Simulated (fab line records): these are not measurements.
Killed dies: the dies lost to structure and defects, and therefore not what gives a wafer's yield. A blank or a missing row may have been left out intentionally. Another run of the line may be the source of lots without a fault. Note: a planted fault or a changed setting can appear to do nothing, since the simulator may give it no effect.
Struck lot and sound lot, side by side :: flow sky130 :: 15 out of 708 route steps
Sound: the wafers L624.1, L624.3, L624.6. Struck: wafers L615.3, L615.4, L615.6. Last of all comes the cause.
Per side, at each step with rows, come the tool, then ch with its chambers, and then its first start. Under that, the readings that differ: sound wafers :: struck wafers :: difference of the means :: sigmas: that difference in standard deviations of wafers without a fault.
alike: same words and numbers on both sides, and readings whose means sit less than 2 such deviations apart. not compared: any withheld reading, any reading some wafer has no value for, any bound like >300 that may hide the same value, and any number with overlapping values for which the record gives no deviation.
A row with sigmas, a row that says differs or no value, or rows on one side alone: a step with any of these is where the two part. When numbers do not overlap yet have no deviation, they are printed without sigmas and do not part them. A reading missing from all wafers of one side parts the sides only when that side holds two or more wafers.

first, 8 steps without rows for these wafers: SKY_LOCAL_INTERCONNECT_DEHYDRATE_03 (time 60 s); SKY_LOCAL_INTERCONNECT_HMDS_04 (prime time 60 s); SKY_LOCAL_INTERCONNECT_COAT_05 (resist thk 60 nm); SKY_LOCAL_INTERCONNECT_COAT_06 (resist thk 450 nm); SKY_LOCAL_INTERCONNECT_SOFTBAKE_07 (time 90 s); SKY_LOCAL_INTERCONNECT_EXPOSE_08 (exposes mask LI1M, target cd 170 nm); SKY_LOCAL_INTERCONNECT_PEB_09; SKY_LOCAL_INTERCONNECT_DEVELOP_10 (develop time 60 s).
SKY_LOCAL_INTERCONNECT_CD_MEAS_11: the cd target is 170 nm.
  sound: cd sem-01 at day 36 00:56; struck: cd sem-01 at day 33 19:11
reading: cd nm (nm)
sound: 171.5 171.7 171.8
struck: 168.9 167.6 167.6
difference: -3.6
sigmas: -2
SKY_LOCAL_INTERCONNECT_OVL_MEAS_12:
  sound: overlay-01 at day 36 01:04; struck: overlay-02 at day 33 19:17
reading: LOCAL_INTERCONNECT_OVL (nm)
sound: 13 13 7
struck: 1 1 -1
difference: -11
sigmas: -2
SKY_LOCAL_INTERCONNECT_ETCH_13: etches BARC in N2/H2, stops on SiO2, time 45.9 s, target depth 60 nm.
  sound on rie metal-03 ch 1, day 36 01:06; struck on rie metal-01 ch 0,1, day 33 19:19
reading: drypump motor current A (A)
sound: 5.5 5.5 5.5
struck: 6.3 6.6 6.4
difference: +0.9
sigmas: +2
  alike: he backside leak sccm, oes product au, throttle valve pct
  not compared: rf hours counter h
SKY_LOCAL_INTERCONNECT_METAL_ETCH_14: etches TiN in Cl2/BCl3, stops on PSG, target depth 110 nm, time 31.4 s.
  sound on rie metal-03 ch 1, day 36 01:14; struck on rie metal-01 ch 0,1, day 33 19:23
reading: drypump motor current A (A)
sound: 5.5 5.5 5.5
struck: 6.4 6.6 6.4
difference: +1.0
sigmas: +2
  alike: he backside leak sccm, oes product au, throttle valve pct
  not compared: rf hours counter h
SKY_LOCAL_INTERCONNECT_STRIP_15: strips in O2/N2.
  sound on plasma asher-01 ch 0,1, day 36 01:20; struck on plasma asher-02 ch 0,1, day 33 19:27
  no value came back on the struck wafers for chamber pressure mTorr (mTorr), drypump motor current A (A), oes product au (a.u.), strip time to endpoint s (s); on the sound wafers chamber pressure mTorr (mTorr) reads 1501.8 1498.5 1499.4
reading: model.KrF-thick_of_LOCAL_INTERCONNECT_COAT_06.thk nm (nm)
sound: 0 0 0
struck: 348.7 349.7 348.8
difference: +349.1
sigmas: 
  not compared: rf hours counter h
then, 1 step without rows for these wafers: SKY_LOCAL_INTERCONNECT_STRIP_16 (strips in post etch residue remover, time 1200 s).
-- a jump in the record: the struck wafers' starts before and after are 15 days apart (it breaks off in module LOCAL_INTERCONNECT and resumes in module PAD_OPEN, where the first step shown is number 708 of the route) --
SKY_PAD_OPEN_PROBE_99:
  sound: prober-02 at day 49 23:18; struck: prober-01 at day 48 09:04
reading: killed at contacts
sound: 24 32 21
struck: 431 437 430
difference: +407
sigmas: +77

reading: killed dies
sound: 91 102 90
struck: 492 492 492
difference: +398
sigmas: +44

reading: killed on rim
sound: 13 14 13
struck: 96 96 96
difference: +83
sigmas: +24
  alike: killed_at_M0_to_M3, killed_at_M4_up, killed at front end, killed at other, killed open, killed short

## WHERE THEY PART
Earliest at SKY_LOCAL_INTERCONNECT_CD_MEAS_11; latest, in this record, at SKY_PAD_OPEN_PROBE_99.

WHY: the cause the simulator had injected
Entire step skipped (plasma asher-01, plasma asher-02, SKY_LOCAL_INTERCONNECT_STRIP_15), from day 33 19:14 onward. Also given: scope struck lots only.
